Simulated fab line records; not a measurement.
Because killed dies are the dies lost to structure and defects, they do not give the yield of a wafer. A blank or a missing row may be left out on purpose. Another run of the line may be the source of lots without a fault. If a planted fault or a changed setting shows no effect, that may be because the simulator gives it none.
Problem report in the 8D (eight disciplines) form, filled by code	flow sky130	the parts of the form that need people (team, actions taken, sign-off) are left out

== 1. WHAT IS WRONG ==
Mean of strip-time-to-endpoint-s at SKY_LI_CONTACT_STRIP_16: 5.20 s across 6 wafers in 2 lots; on wafers with no fault it is 3.50 s (standard deviation 0.034). That puts it +50 standard deviations away from the usual mean.
The step: strips in O2/N2.
First seen on wafer L401.1, day 32 02:59, on plasma-asher-04. Wafers with a number at this step in the record: 36, from 12 lots. The rule behind "out" and "out of limits": a value lying over 4 standard deviations away from the usual mean. All remaining wafers that have a number are taken as sound.

== 2. WHAT THIS IS AND IS NOT ==
question	is	is not
which readings at this step	strip-time-to-endpoint-s, oes-product-au	drypump-motor-current-A
which lots	L401, L402	L394, L396, L399, L407, L408, L410, L412, L414, L415, L416
which wafers of those lots	all that have a number	-
read on which tools	plasma-asher-03, plasma-asher-04	plasma-asher-02
when	from day 32 02:59	up to then (9 sound wafers); but 21 sound wafers of L407, L408, L410, L412, L414, L415, L416 came after

== 3. THE SUSPECTS, EACH WITH WHAT RULES IT OUT ==
Counting: any tool at a process step up to the reading is kept as a suspect provided that every lot that is out went through it and no sound lot did after the first of them.
- rie-diel-02 at SKY_LI_CONTACT_ETCH_15 (etches PSG in C4F8/O2/Ar, stops on Si, target depth 600 nm): ruled out as a lasting fault. Following L401 (day 32 02:54), the first lot on it that is out, the sound lots L408, L410, L414 were run on it.
Left after counting: nothing in the record.

== 4. THE CAUSE (what the simulator had put in) ==
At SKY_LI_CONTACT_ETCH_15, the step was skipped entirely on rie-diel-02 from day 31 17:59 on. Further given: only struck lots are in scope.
Counting ruled it out, wrongly: the rule takes a fault to strike every lot that its tool runs from its start on, and this one did not.

== 5. SEQUENCE OF EFFECTS, ordered by route ==
Each row: a reading whose mean over the struck wafers that have a number lies more than 3 standard deviations from the usual. Only readings whose record carries a usual standard deviation are examined. hours: median over the lots of the time between each lot's start at the first step of this table that gives one and its start at this step. sigmas: the change, counted in usual standard deviations.
hours	step	reading	usual	on struck wafers	change	sigmas
0	SKY_LI_CONTACT_STRIP_16	oes-product-au	0.376 a.u.	0.447	+0.071	+15
0	SKY_LI_CONTACT_STRIP_16	strip-time-to-endpoint-s	3.50 s	5.20	+1.70	+50
383	SKY_PAD_OPEN_PROBE_99	killed-at-contacts	23	442	+419	+79
383	SKY_PAD_OPEN_PROBE_99	killed-dies	84	492	+408	+44
383	SKY_PAD_OPEN_PROBE_99	killed-on-rim	16	96	+80	+19
The process steps in it:
- SKY_LI_CONTACT_STRIP_16: strips in O2/N2.
- SKY_PAD_OPEN_PROBE_99
Readings that are blank on the struck wafers while sound wafers have them: bias-w at SKY_LI_CONTACT_ETCH_15; chamber-pressure-mTorr at SKY_LI_CONTACT_ETCH_15; oes-product-au at SKY_LI_CONTACT_ETCH_15.

== 6. HOW IT WOULD HAVE BEEN CAUGHT EARLIER ==
In this record no reading fell out of limits until day 32 02:59, 9 hours after the fault had begun at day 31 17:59.
At SKY_LI_CONTACT_ETCH_15 the tool's readings are blank on the struck wafers, where sound wafers have them: an empty tool record is the first sign, and it was there at once.
